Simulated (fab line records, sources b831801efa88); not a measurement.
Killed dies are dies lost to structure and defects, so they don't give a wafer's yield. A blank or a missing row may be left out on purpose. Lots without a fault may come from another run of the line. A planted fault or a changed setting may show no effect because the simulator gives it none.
Which tool did it? | flow sky130 | 13 lots, 39 wafers sampled, at 2 steps of a route of 708

WHAT THE GAUGES READ, wafer by wafer
SKY_POLY_GATE_THK_MEAS_01.
lot  | measured     | on            | POLY_GATE_CVD_00_THK (nm)
L990 | day 14 04:49 | film_metro-03 | 181.9 181.7 183.1
L991 | day 14 09:16 | film_metro-01 | 182.0 180.7 183.7
L992 | day 14 20:18 | film_metro-02 | 180.2 179.0 179.0
L993 | day 15 05:05 | film_metro-02 | 181.5 179.9 181.1
L994 | day 15 09:11 | film_metro-01 | 181.2 179.9 182.6
L996 | day 15 23:13 | film_metro-03 | 180.8 177.6 178.1
L998 | day 17 01:29 | film_metro-02 | 182.7 181.0 182.0
L999 | day 17 08:22 | film_metro-03 | 178.9 178.4 177.3
L100 | day 17 17:53 | film_metro-02 | 180.8 182.4 179.6
L103 | day 18 12:44 | film_metro-01 | 179.7 180.5 180.4
L105 | day 19 05:53 | film_metro-01 | 231.4 231.6 234.0
L107 | day 19 23:37 | film_metro-03 | 180.9 180.1 180.0
L109 | day 20 16:25 | film_metro-03 | 181.4 182.7 182.7

WHICH TOOL RAN EACH LOT (tool, then ch and the chambers of the sampled wafers, then the start)
lot  | SKY_POLY_GATE_CVD_00
L990 | lpcvd-01 ch 0, day 14 03:37
L991 | lpcvd-01 ch 1, day 14 08:03
L992 | lpcvd-01 ch 0, day 14 19:06
L993 | lpcvd-01 ch 0, day 15 03:53
L994 | lpcvd-01 ch 1, day 15 07:22
L996 | lpcvd-01 ch 1, day 15 21:59
L998 | lpcvd-01 ch 0, day 17 00:17
L999 | lpcvd-01 ch 0, day 17 07:08
L100 | lpcvd-01 ch 0, day 17 16:40
L103 | lpcvd-01 ch 1, day 18 11:31
L105 | lpcvd-01 ch 0, day 19 04:41
L107 | lpcvd-01 ch 1, day 19 22:25
L109 | lpcvd-01 ch 1, day 20 15:13
- SKY_POLY_GATE_CVD_00: deposits poly-Si, target thk 180 nm, time 720 s.

WHAT THE TOOLS THEMSELVES READ (means of the sampled wafers that have a number; where no wafer has one, the mark that the record gives instead)
SKY_POLY_GATE_CVD_00.
lot  | tool     | spike_tc_bottom_C (C) | spike_tc_centre_C (C) | spike_tc_lower_C (C) | spike_tc_top_C (C) | spike_tc_upper_C (C) | susceptor_temp_C (C)
L990 | lpcvd-01 | 640.4                 | 619.3                 | 621.4                | 639.4              | 622.2                | 619.78
L991 | lpcvd-01 | 638.4                 | 621.1                 | 620.3                | 637.8              | 621.3                | 620.16
L992 | lpcvd-01 | 640.4                 | 620.1                 | 621.1                | 640.6              | 622.9                | 619.85
L993 | lpcvd-01 | 639.7                 | 620.0                 | 621.7                | 639.3              | 622.1                | 620.28
L994 | lpcvd-01 | 638.8                 | 621.3                 | 619.6                | 637.3              | 621.0                | 619.87
L996 | lpcvd-01 | 637.6                 | 620.2                 | 619.5                | 636.5              | 620.2                | 619.84
L998 | lpcvd-01 | 639.4                 | 620.3                 | 622.3                | 639.7              | 622.3                | 620.31
L999 | lpcvd-01 | 639.4                 | 620.0                 | 621.9                | 639.9              | 622.2                | 620.17
L100 | lpcvd-01 | 640.0                 | 619.3                 | 621.8                | 639.0              | 622.1                | 619.90
L103 | lpcvd-01 | 637.7                 | 621.2                 | 620.1                | 636.7              | 620.3                | 619.88
L105 | lpcvd-01 | 651.4                 | 631.9                 | 631.8                | 650.7              | 633.6                | 631.25
L107 | lpcvd-01 | 637.7                 | 619.9                 | 619.5                | 636.6              | 621.4                | 619.89
L109 | lpcvd-01 | 638.4                 | 620.5                 | 618.0                | 636.3              | 620.1                | 620.01

THE ANSWER, worked out from the rows above alone
Rule: what is usual is taken from the lots themselves. Put in order of their means at a reading, lots are off if they are a third of the lots or fewer, leave a main group of 4 or more, and stand apart from it by a gap of 3 or more times the standard deviation of the main group's means; of several such gaps the widest counts. A main group whose means are all the same, to the digits that the tables above print for the reading, isn't used. A lot without any number at a reading at which 4 lots or more have one is off too. The other lots that the step has rows for count as sound. The gauges are gone through in route order, then the tools' own readings, and for those a lot's mean is taken as printed above. The first step at which some lot is off is used, and at that step the reading that is off furthest; a lot without a number counts as furthest.
Off: L105, at SKY_POLY_GATE_THK_MEAS_01 (POLY_GATE_CVD_00_THK). The main group: mean 180.7 nm, standard deviation 1.3.
A tool fits if, at a process step before that reading, it ran every lot that is off, and no sound lot after the first of them. The gauges at SKY_POLY_GATE_THK_MEAS_01 aren't tried: what is off there is off at SKY_POLY_GATE_CVD_00 too, on other tools, and a gauge's error can't cause that. None of those tried fits.

WHAT THE SIMULATOR HAD PUT IN
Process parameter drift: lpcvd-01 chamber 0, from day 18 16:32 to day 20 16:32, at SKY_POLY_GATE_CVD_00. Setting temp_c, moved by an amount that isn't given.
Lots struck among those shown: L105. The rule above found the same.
